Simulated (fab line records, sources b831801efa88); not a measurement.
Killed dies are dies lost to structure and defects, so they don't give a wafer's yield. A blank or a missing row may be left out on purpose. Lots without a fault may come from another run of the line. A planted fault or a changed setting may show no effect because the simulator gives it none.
fab line records | flow sky130
record lots=4 wafers=12 last_day=51
route steps=708 shown METAL3@557 VIA3@573 METAL4@598 PAD_OPEN@708
lots that met no fault: from a run of the same line without faults
start_h: hours from the record's first day to the start of the lot's first wafer shown | wait_h: hours since the lot's step before | " the same as in the row above | L1.1+2: a row that stands for several wafers | - no value, or no start given | * or withheld: withheld | < > ~ a bound
route shown NAME@n: a module of which the file shows steps, and the number in the route of the first | usual: mean/standard deviation of fault-free wafers | same: alike in all rows | chamber/n: place in a boat | sites: the reading at each site | _std_site: their standard deviation | _edge_site: outer sites' mean less inner sites' | radius_mm: how far each site lies from the wafer's centre | mask NAME#n: copy n | behind: the tool/chamber that last shaped the wafer | hold: why the lot was held/for how many hours/how that ended | device: the transistor (n, p or np) that didn't switch | end of line: the same wafers' tests at the end of the route | a step without rows: its recipe alone | killed: dies lost to structure and defects at the first sort, not the wafer's yield | map: a wafer's dies, x killed, . not, _ none there
set.NAME: the setting as run; set.NAME@STEP: as run at that earlier step | model.NAME: the simulator's own value behind a step, which no gauge read
lots at some steps of the route; a table a step, a row a wafer
services: from which hour (start_h, from the record's first day; less than 0 if before it) a tool's chamber was out of use, for how many hours, and why
## steps
# step SKY_METAL3_COAT_07
# recipe resist=BARC temp_c=withheld time_s=withheld spin_rpm=3000 resist_thk_nm=60
# step SKY_METAL3_COAT_08
# recipe resist=KrF-thick spin_rpm=3000 resist_thk_nm=1140
# step SKY_METAL3_SOFTBAKE_09
# recipe temp_c=100 time_s=90 resist=KrF-thick
# step SKY_METAL3_EXPOSE_10
# recipe mask_id=MM3 na=0.68 source_shape=annular sigma_inner=0.4 sigma_outer=0.8 target_cd_nm=300 dose_mj=28
# step SKY_METAL3_PEB_11
# recipe peb_temp_c=withheld peb_time_s=withheld resist=KrF-thick
# step SKY_METAL3_DEVELOP_12
# recipe develop_time_s=60 resist=KrF-thick dev_temp_c=21
# step SKY_METAL3_DESCUM_15
# recipe chemistry=O2 source_power_w=150 bias_power_w=0 pressure_mtorr=10 temp_c=40 time_s=8
# step SKY_METAL3_ETCH_16
# recipe chemistry=N2/H2 target=BARC ion_energy_ev=200 bias_w=100 pressure_mtorr=30 n2_flow_sccm=100 h2_flow_sccm=200 icp_w=500 stop_on=SiO2 time_s=88.2 target_depth_a=600
# step SKY_METAL3_ETCH_17
# recipe target=SiO2 stop_on=TiN chemistry=C4F8/O2/Ar source_w=1500 bias_w=1200 pressure_mtorr=40 c4f8_flow_sccm=withheld O2_flow_sccm=6 Ar_flow_sccm=300 time_s=3.9 target_depth_a=150
# step SKY_METAL3_METAL_ETCH_18
# recipe target_depth_a=8450 stop_on=SiO2 over_etch_frac=0.3 time_s=183.1 chemistry=Cl2/BCl3 resist_sidewall_deg=88 pressure_mtorr=10 icp_w=900 bias_w=48.5 Cl2_flow_sccm=60 bcl3_flow_sccm=30
# step SKY_METAL3_STRIP_19
# recipe chemistry=O2/N2 power_w=1400 pressure_mtorr=1500 platen_temp_c=withheld o2_flow_sccm=3000 n2_flow_sccm=300 overash_fraction=0.5
# usual drypump_motor_current_A=5.3/0.45 n2_flow_sccm=300.0/0.82 oes_product_au=0.503/0.0059 strip_time_to_endpoint_s=6.55/0.086
# columns lot.wafer tool chamber start_h wait_h drypump_motor_current_A n2_flow_sccm oes_product_au rf_hours_counter_h strip_time_to_endpoint_s
L794.1 plasma_asher-01 0 942.99 0.1 5.9 300.0 0.501 80 6.53
L794.3 " 1 " " 4.7 301.4 0.498 - 6.49
L794.4 " 0 " " 5.9 302.1 0.497 - 6.55
L796.1 plasma_asher-01 0 970.72 0.1 5.9 299.9 0.502 83 6.71
L796.2 " 1 " " 4.6 300.7 0.511 83 6.50
L796.3 " 0 " " 5.9 299.8 0.504 - 6.66
L797.1 plasma_asher-01 1 972.20 0.1 4.7 300.1 0.501 84 6.59
L797.3 " 0 " " 5.9 298.7 0.495 - 6.48
L797.5 " 0 " " 5.9 297.9 0.492 - 6.34
L812.1 plasma_asher-02 0 1074.19 0.1 5.0 299.8 0.514 1 6.65
L812.2 " 1 " " 5.4 299.1 0.510 1 6.61
L812.3 " 0 " " 5.0 299.4 0.501 - 6.61
# step SKY_METAL3_STRIP_20
# recipe chemistry=post_etch_residue_remover time_s=1200 temp_c=72.5
# step SKY_METAL3_CLEAN_21
# recipe chemistry=IPA time_s=180 temp_c=25
# step SKY_METAL3_CLEAN_22
# recipe chemistry=O3/DIW dry=n2_spin
# step SKY_VIA3_HDPCVD_00
# recipe material=SiO2 target_thk_nm=1635 sigma_open_frac=0.3 time_s=272.5 temp_c=400 sih4_flow_sccm=60 pressure_mtorr=6
# step SKY_VIA3_CMP_02
# recipe material=SiO2 down_force_psi=4 platen_rpm=60 pad_velocity_m_s=0.94248
# step SKY_VIA3_DEHYDRATE_04
# recipe temp_c=200 time_s=60
# step SKY_VIA3_HMDS_05
# recipe prime_time_s=60 prime_temp_c=120
# step SKY_VIA3_COAT_06
# recipe resist=BARC temp_c=withheld time_s=withheld spin_rpm=3000 resist_thk_nm=60
# step SKY_VIA3_COAT_07
# recipe resist=KrF-thick spin_rpm=3000 resist_thk_nm=450
# step SKY_VIA3_SOFTBAKE_08
# recipe temp_c=100 time_s=90 resist=KrF-thick
# step SKY_VIA3_EXPOSE_09
# recipe mask_id=VIM3 na=0.8 source_shape=annular sigma_inner=0.55 sigma_outer=0.85 target_cd_nm=200 dose_mj=38
# step SKY_VIA3_PEB_10
# recipe peb_temp_c=withheld peb_time_s=withheld resist=KrF-thick
# step SKY_VIA3_DEVELOP_11
# recipe develop_time_s=60 resist=KrF-thick dev_temp_c=21
# step SKY_VIA3_ETCH_14
# recipe chemistry=N2/H2 target=BARC ion_energy_ev=200 source_w=500 bias_w=100 pressure_mtorr=30 n2_flow_sccm=100 h2_flow_sccm=200 stop_on=SiO2 time_s=45.9 target_depth_a=600
# step SKY_VIA3_ETCH_15
# recipe target=SiO2 chemistry=C4F8/O2/Ar target_depth_nm=507 stop_on=TiN mask_material=KrF-thick source_w=1500 bias_w=1200 pressure_mtorr=40 c4f8_flow_sccm=withheld O2_flow_sccm=6 Ar_flow_sccm=300 time_s=78
# step SKY_VIA3_STRIP_16
# recipe chemistry=O2/N2 power_w=1400 pressure_mtorr=1500 platen_temp_c=withheld o2_flow_sccm=3000 n2_flow_sccm=300 overash_fraction=0.5
# step SKY_VIA3_STRIP_17
# recipe chemistry=post_etch_residue_remover time_s=1200 temp_c=72.5
# step SKY_VIA3_CLEAN_18
# recipe chemistry=IPA time_s=180 temp_c=25
# step SKY_VIA3_CLEAN_19
# recipe chemistry=O3/DIW dry=n2_spin
# step SKY_VIA3_SPUTTER_20
# recipe material=TiN target_thk_nm=20 chamber_pressure_pa=5 power_w=4000 time_s=80
# step SKY_VIA3_CVD_21
# recipe material=W target_thk_nm=390 time_s=117.31 temp_c=400 pressure_torr=40
# step SKY_VIA3_CMP_24
# recipe stop_on=SiO2 t_overpolish_s=20 down_force_psi=3.5 platen_rpm=60 target_thk_nm=0 pad_velocity_m_s=0.94248
# step SKY_METAL4_SPUTTER_00
# recipe material=Ti target_thk_nm=15 power_w=3000 time_s=10 chamber_pressure_pa=0.4
# step SKY_PAD_OPEN_PROBE_99
# usual defect_limited_yield=82.3/1.8 killed_at_M0_to_M3=43/6 killed_at_M4_up=3.2/1.9 killed_at_contacts=25/5.4 killed_at_front_end=15/4.5 killed_at_other=0.3/0.59 killed_dies=87/8.7 killed_on_rim=17/3.5 killed_open=47/6.7 killed_short=39/5.7 sort_bin_3_pad_short=0.9/0.43 sort_bin_5_function=10.4/1.4 sort_bin_6_memory=6.4/1.2 sort_n_pass=405/8.7 sort_yield_pct=82.3/1.8
# same gross_dies=492 killed_at_back_side=0 sort_bin_4_leakage[%]=0 sort_bin_8_speed[%]=0
# columns lot.wafer tool chamber start_h wait_h defect_limited_yield[%] killed_at_M0_to_M3 killed_at_M4_up killed_at_contacts killed_at_front_end killed_at_other killed_dies killed_on_rim killed_open killed_short sort_bin_3_pad_short[%] sort_bin_5_function[%] sort_bin_6_memory[%] sort_n_pass sort_yield_pct[%] model.etest.tester.sort_n_pass model.etest.tester.sort_yield_pct model.etest.tester.sort_bin_5_pct model.etest.tester.sort_bin_3_pct
L794.4 prober-02 - 1109.05 0.2 80.1 50 2 30 15 1 98 18 51 47 0.8 10.8 8.3 394 80.1 394 80.08 10.77 0.813
L796.1 prober-02 - 1133.24 0.1 75.6 77 6 24 12 1 120 32 54 31 2.8 14.4 7.1 372 75.6 372 75.61 14.43 2.846
L796.2 prober-02 - 1133.29 0.1 79.5 50 3 19 29 0 101 16 58 43 0.6 11.4 8.5 391 79.5 391 79.47 11.38 0.6098
L796.3 prober-02 - 1133.34 0.2 75.4 75 2 30 14 0 121 30 47 41 4.7 11.6 8.3 371 75.4 371 75.41 11.59 4.675
L797.1 prober-01 - 1135.41 0.1 82.7 41 2 27 15 0 85 19 42 43 0.8 9.6 6.9 407 82.7 407 82.72 9.553 0.813
L797.3 prober-01 - 1135.51 0.2 77.8 65 4 23 17 0 109 21 40 36 2.4 14.4 5.3 383 77.8 383 77.85 14.43 2.439
L797.5 prober-01 - 1135.61 0.2 75.8 72 3 33 11 0 119 24 41 46 2.6 15.4 6.1 373 75.8 373 75.81 15.45 2.642
L812.1 prober-02 - 1213.44 0.1 83.1 42 6 27 8 0 83 15 45 38 0.8 10.8 5.3 409 83.1 409 83.13 10.77 0.813
L812.2 prober-02 - 1213.49 0.1 81.7 47 6 24 13 0 90 17 50 40 0.6 11.0 6.7 402 81.7 402 81.71 10.98 0.6098
L812.3 prober-02 - 1213.54 0.2 80.5 47 0 34 14 1 96 18 56 39 1.2 11.0 7.3 396 80.5 396 80.49 10.98 1.22
# killed by level:class
L794.4 LI_CONTACT:geometric_particle:open=9 CONTACT:geometric_particle:open=9 VIA3:geometric_particle:short=9 VIA1:geometric_particle:open=8 CONTACT:geometric_particle:short=8 VIA3:geometric_particle:open=6 FIELD_ISO:geometric_particle:open=5 METAL1:geometric_particle:short=5
L796.1 METAL3:unspecified=35 VIA1:geometric_particle:open=14 LI_CONTACT:geometric_particle:open=8 CONTACT:geometric_particle:open=8 VIA2:geometric_particle:open=8 VIA3:geometric_particle:open=6 METAL1:geometric_particle:short=5 FIELD_ISO:geometric_particle:short=4
L796.2 VIA1:geometric_particle:open=9 VIA2:geometric_particle:open=9 FIELD_ISO:geometric_particle:short=8 LI_CONTACT:geometric_particle:open=7 CONTACT:geometric_particle:open=7 METAL2:geometric_particle:short=7 VIA3:geometric_particle:open=7 FIELD_ISO:geometric_particle:open=6
L796.3 METAL3:unspecified=33 VIA2:geometric_particle:open=9 LI_CONTACT:geometric_particle:open=8 VIA1:geometric_particle:open=8 LOCAL_INTERCONNECT:geometric_particle:short=7 CONTACT:geometric_particle:open=6 CONTACT:geometric_particle:short=6 METAL1:geometric_particle:short=6
L797.1 LI_CONTACT:geometric_particle:open=9 CONTACT:geometric_particle:open=8 VIA2:geometric_particle:short=6 VIA1:geometric_particle:short=6 VIA3:geometric_particle:short=6 VIA3:geometric_particle:open=6 CONTACT:geometric_particle:short=5 VIA1:geometric_particle:open=5
L797.3 METAL3:unspecified=33 CONTACT:geometric_particle:open=9 POLY_GATE:geometric_particle:short=7 VIA2:geometric_particle:open=6 VIA3:geometric_particle:open=6 VIA1:geometric_particle:open=5 FIELD_ISO:geometric_particle:open=4 METAL4:geometric_particle:short=4
L797.5 METAL3:unspecified=32 LI_CONTACT:geometric_particle:open=10 VIA1:geometric_particle:open=8 LOCAL_INTERCONNECT:geometric_particle:short=8 METAL1:geometric_particle:short=8 VIA3:geometric_particle:open=7 VIA1:geometric_particle:short=7 CONTACT:geometric_particle:open=6
L812.1 VIA3:geometric_particle:open=11 CONTACT:geometric_particle:open=10 CONTACT:geometric_particle:short=8 LI_CONTACT:geometric_particle:open=5 METAL2:geometric_particle:short=5 VIA1:geometric_particle:open=5 VIA2:geometric_particle:open=5 VIA3:geometric_particle:short=5
L812.2 CONTACT:geometric_particle:open=13 VIA2:geometric_particle:open=8 VIA1:geometric_particle:open=8 VIA3:geometric_particle:open=6 METAL1:geometric_particle:short=6 METAL4:geometric_particle:short=5 METAL2:geometric_particle:short=4 VIA3:geometric_particle:short=4
L812.3 LI_CONTACT:geometric_particle:open=13 CONTACT:geometric_particle:open=11 VIA1:geometric_particle:open=9 METAL2:geometric_particle:short=7 VIA3:geometric_particle:open=7 FIELD_ISO:geometric_particle:open=6 VIA2:geometric_particle:open=6 VIA2:geometric_particle:short=6
# map L796.3 (x killed, . not)
__________.x..x.x..._________
________.............._______
______.x..x............._____
_____x........x..........____
____..x.x.x..........x....___
___..........x...........x.__
__....x.....x.x........x...._
_..........x.x.......x....x.x
_.x.........x....x.x.x.......
_x..x..x.........x......x....
_.........x...x..x...........
_...........x...xx...xx......
_...x...x.......x...x...x...x
_..x.........x...x...x...xx.x
_.xx.x.x..x..x...xx...x...x..
__x.xxx.xx...x.x....x....x.._
___xxxxxx..xx..........x...__
____xxxxxxx..............x___
_____xxxxxxx.....xx..x..x____
______xxxxxx..xxxx.xxx.._____
________xxx.x......x.._______
__________x.....x..._________
# map L797.5 (x killed, . not)
__________x.x......._________
________....xx........_______
______....x...x.x......._____
_____......x.............____
____......x...............___
___.....x.......xxx..x.....__
__...........x..x........x.._
_.......x................x...
_..x..x.....x....xx..........
_..x.........x..........x.x..
_......x.x.x...x.xx.x.x......
_..x.......x..x..............
_..........x..xx.xx.....xxxx.
_x...x.................x.....
_x....xxx..xx..xx..x..xxx..x.
__xxxxxxx..xx..x....x......._
___xxxxxxxx.......x.x.x...x__
____xxxxxx......x.x.......___
_____xxxxxx.x............____
______xxxxxxx.x..x......_____
________xxx....x......_______
__________xx...x..x._________
## services
# columns tool chamber start_h hours kind
plasma_asher-02 - 1055.30 9.0 pm
plasma_asher-02 0 1055.30 9.0 vent_cycle
plasma_asher-02 1 1055.30 9.0 vent_cycle
plasma_asher-02 0 1064.30 - clean
plasma_asher-02 1 1064.30 - clean
## key
first_sign step=SKY_PAD_OPEN_PROBE_99 reading=sort_bin_3_pad_short direction=up sigmas=5.3 usual=0.9 struck=3.2
effect step=SKY_PAD_OPEN_PROBE_99 reading=killed_at_M0_to_M3 direction=up sigmas=4.9 usual=43 struck=72
model_effect step=SKY_PAD_OPEN_PROBE_99 value=etest.tester.sort_n_pass without=402.8 struck=374.8
met_at SKY_METAL3_STRIP_19
struck_wafers L796.1,L796.3,L797.3,L797.5
onset_between 942.99 970.72
fault kind=chamber_particle_source tool=plasma_asher-01 chamber=0 onset_h=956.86 steps=SKY_METAL3_STRIP_19 rate_per_visit_cm2=1.97 end_h=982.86
